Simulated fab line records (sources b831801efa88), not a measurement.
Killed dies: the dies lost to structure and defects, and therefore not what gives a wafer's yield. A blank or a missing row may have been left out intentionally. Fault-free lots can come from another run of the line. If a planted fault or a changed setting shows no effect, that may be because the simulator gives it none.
Which of the tools did it? || flow sky130 || Sampling: 11 lots, 33 wafers, 4 of 708 route steps

== WHAT EACH GAUGE READ, for each wafer ==
SKY_SD_P_CD_MEAS_07: the cd target is 380 nm.
{"lot": "L969", "measured": "day 25 04:48", "on": "cd sem-01", "cd nm (nm)": "377.5 377.2 376.6"}
{"lot": "L971", "measured": "day 26 03:52", "on": "cd sem-01", "cd nm (nm)": "381.1 381.7 384.5"}
{"lot": "L973", "measured": "day 27 03:39", "on": "cd sem-02", "cd nm (nm)": "379.7 377.5 378.9"}
{"lot": "L974", "measured": "day 27 05:41", "on": "cd sem-02", "cd nm (nm)": "380.6 383.9 380.3"}
{"lot": "L976", "measured": "day 27 21:42", "on": "cd sem-01", "cd nm (nm)": "378.4 379.5 380.7"}
{"lot": "L979", "measured": "day 28 19:56", "on": "cd sem-02", "cd nm (nm)": "381.9 380.5 382.2"}
{"lot": "L980", "measured": "day 29 03:28", "on": "cd sem-01", "cd nm (nm)": "382.9 380.3 382.4"}
{"lot": "L982", "measured": "day 29 23:54", "on": "cd sem-02", "cd nm (nm)": "379.0 378.8 378.7"}
{"lot": "L983", "measured": "day 30 04:37", "on": "cd sem-02", "cd nm (nm)": "362.1 378.6 377.5"}
{"lot": "L985", "measured": "day 31 01:12", "on": "cd sem-02", "cd nm (nm)": "361.7 379.8 379.7"}
{"lot": "L989", "measured": "day 32 12:55", "on": "cd sem-01", "cd nm (nm)": "375.4 377.5 377.2"}

== EACH LOT AND THE TOOL THAT RAN IT (in order: tool; ch and the chambers of the sampled wafers; start) ==
{"lot": "L969", "SKY_SPACER_ETCHBACK_02": "rie diel-02 ch 0,2, day 22 16:10", "SKY_POLY_CUT_STRIP_12": "plasma asher-04 ch 0,1, day 23 23:02", "SKY_SD_P_EXPOSE_04": "iline stepper-02 ch 0, day 24 14:26"}
{"lot": "L971", "SKY_SPACER_ETCHBACK_02": "rie diel-04 ch 0,1,2, day 23 16:36", "SKY_POLY_CUT_STRIP_12": "plasma asher-03 ch 0,1, day 24 22:52", "SKY_SD_P_EXPOSE_04": "iline stepper-02 ch 0, day 25 13:29"}
{"lot": "L973", "SKY_SPACER_ETCHBACK_02": "rie diel-04 ch 0,1,2, day 24 16:58", "SKY_POLY_CUT_STRIP_12": "plasma asher-04 ch 0,1, day 25 22:10", "SKY_SD_P_EXPOSE_04": "iline stepper-02 ch 0, day 26 12:27"}
{"lot": "L974", "SKY_SPACER_ETCHBACK_02": "rie diel-02 ch 0,1, day 24 18:10", "SKY_POLY_CUT_STRIP_12": "plasma asher-03 ch 0,1, day 26 00:25", "SKY_SD_P_EXPOSE_04": "iline stepper-01 ch 0, day 26 15:50"}
{"lot": "L976", "SKY_SPACER_ETCHBACK_02": "rie diel-04 ch 0,1,2, day 25 12:21", "SKY_POLY_CUT_STRIP_12": "plasma asher-03 ch 0,1, day 26 17:10", "SKY_SD_P_EXPOSE_04": "iline stepper-01 ch 0, day 27 07:37"}
{"lot": "L979", "SKY_SPACER_ETCHBACK_02": "rie diel-02 ch 0,1,3, day 26 10:21", "SKY_POLY_CUT_STRIP_12": "plasma asher-04 ch 0,1, day 27 15:38", "SKY_SD_P_EXPOSE_04": "iline stepper-02 ch 0, day 28 06:45"}
{"lot": "L980", "SKY_SPACER_ETCHBACK_02": "rie diel-02 ch 0,1,3, day 26 18:29", "SKY_POLY_CUT_STRIP_12": "plasma asher-03 ch 0,1, day 27 23:34", "SKY_SD_P_EXPOSE_04": "iline stepper-02 ch 0, day 28 14:10"}
{"lot": "L982", "SKY_SPACER_ETCHBACK_02": "rie diel-04 ch 0,2,3, day 27 15:11", "SKY_POLY_CUT_STRIP_12": "plasma asher-04 ch 0,1, day 28 19:52", "SKY_SD_P_EXPOSE_04": "iline stepper-01 ch 0, day 29 10:41"}
{"lot": "L983", "SKY_SPACER_ETCHBACK_02": "rie diel-04 ch 1,2, day 27 20:22", "SKY_POLY_CUT_STRIP_12": "plasma asher-04 ch 0, day 29 01:02", "SKY_SD_P_EXPOSE_04": "iline stepper-02 ch 0, day 29 15:33"}
{"lot": "L985", "SKY_SPACER_ETCHBACK_02": "rie diel-04 ch 0,1,3, day 28 18:17", "SKY_POLY_CUT_STRIP_12": "plasma asher-02 ch 0,1, day 29 22:34", "SKY_SD_P_EXPOSE_04": "iline stepper-02 ch 0, day 30 11:35"}
{"lot": "L989", "SKY_SPACER_ETCHBACK_02": "rie diel-02 ch 1,3, day 30 07:43", "SKY_POLY_CUT_STRIP_12": "plasma asher-04 ch 0,1, day 31 10:41", "SKY_SD_P_EXPOSE_04": "iline stepper-01 ch 0, day 31 23:29"}
- SKY_SPACER_ETCHBACK_02: etches Si3N4 in CH3F/O2, stops on SiO2, time 46.7 s, target depth 45 nm.
- SKY_POLY_CUT_STRIP_12: strips in O2/N2.
- SKY_SD_P_EXPOSE_04: exposes mask PSDM, target cd 380 nm.

== THE ANSWER, worked out from the rows above alone ==
Rule: the lots themselves supply what counts as usual. Put in order of their means at a reading, lots are off if they are a third of the lots or fewer, leave a main group of 4 or more, and stand apart from it by a gap of 3 or more times the standard deviation of the main group's means; of several such gaps the widest counts. The tables above print the reading to a certain number of digits; a main group whose means all agree to those digits is not used. A lot without any number at a reading at which 4 lots or more have one is off too. All remaining lots with rows at the step are treated as sound.
No lot is off on any of the readings shown, so nothing can be concluded from this.

== WHAT THE SIMULATOR PUT IN ==
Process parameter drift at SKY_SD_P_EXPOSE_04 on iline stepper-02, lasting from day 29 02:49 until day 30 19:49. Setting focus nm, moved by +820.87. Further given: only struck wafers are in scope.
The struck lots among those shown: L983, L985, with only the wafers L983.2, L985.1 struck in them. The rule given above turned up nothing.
